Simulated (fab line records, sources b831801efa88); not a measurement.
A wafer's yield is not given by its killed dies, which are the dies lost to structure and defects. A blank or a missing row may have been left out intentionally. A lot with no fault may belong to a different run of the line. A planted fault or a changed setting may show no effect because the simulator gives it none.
Matching of chambers ; flow gf180mcu ; pecvd-03 running GF_V2_CVD_02: 3 sister chambers
The step deposits SiO2 from TEOS, target thk 850 nm, time 94.851 s. 27 wafers are shown with their chamber, then 12 later ones without.

EACH WAFER AND ITS CHAMBER
wafer;chamber;heaterPowerW (W)
L074.3;1;725
L074.4;0;659
L074.6;1;592
L075.4;0;698
L075.5;2;584
L075.6;1;655
L076.1;0;709
L076.2;1;588
L076.4;1;667
L078.2;0;582
L078.4;2;585
L078.5;1;721
L079.1;0;697
L079.2;1;725
L079.3;2;682
L080.2;1;689
L080.3;2;715
L080.4;1;715
L081.1;2;576
L081.5;0;674
L081.6;1;706
L083.1;2;594
L083.5;1;605
L083.6;2;670
L089.2;1;715
L089.3;0;648
L089.5;1;604

SIGNATURES (averages over the wafers above)
reading;chamber 0;chamber 1;chamber 2;scatter within a chamber
heaterPowerW;666.71;669.77;629.43;52.9
Rule: a wafer lies at a distance from a chamber equal to the root of the sum of squares, over the readings, of (its reading less the chamber's mean, divided by the reading's scatter). If the next closest chamber is less than 2 further off than the closest, the wafer can't be placed; otherwise it belongs to the closest. The scatter is the square root of a quotient: the sum, over the shown wafers, of each reading's squared deviation from its chamber's mean, divided by wafers minus chambers.

WAFERS WITHOUT THEIR CHAMBER
wafer;heaterPowerW (W)
L090.1;697
L090.4;589
L090.6;706
L094.1;683
L094.2;737
L094.5;586
L096.2;586
L096.3;617
L096.4;688
L097.2;725
L097.4;742
L097.5;584

WHICH CHAMBER EACH WENT THROUGH
wafer;from the rows above;in truth
L090.1;can't be placed: 1 or 0 or 2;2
L090.4;can't be placed: 2 or 0 or 1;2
L090.6;can't be placed: 1 or 0 or 2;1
L094.1;can't be placed: 1 or 0 or 2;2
L094.2;can't be placed: 1 or 0 or 2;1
L094.5;can't be placed: 2 or 0 or 1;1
L096.2;can't be placed: 2 or 0 or 1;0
L096.3;can't be placed: 2 or 0 or 1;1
L096.4;can't be placed: 1 or 0 or 2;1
L097.2;can't be placed: 1 or 0 or 2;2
L097.4;can't be placed: 1 or 0 or 2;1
L097.5;can't be placed: 2 or 0 or 1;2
Correctly placed: 0 of 12. From these rows, 12 cannot be placed; in 12 the true chamber is one of the candidates. Placed wrongly: 0.
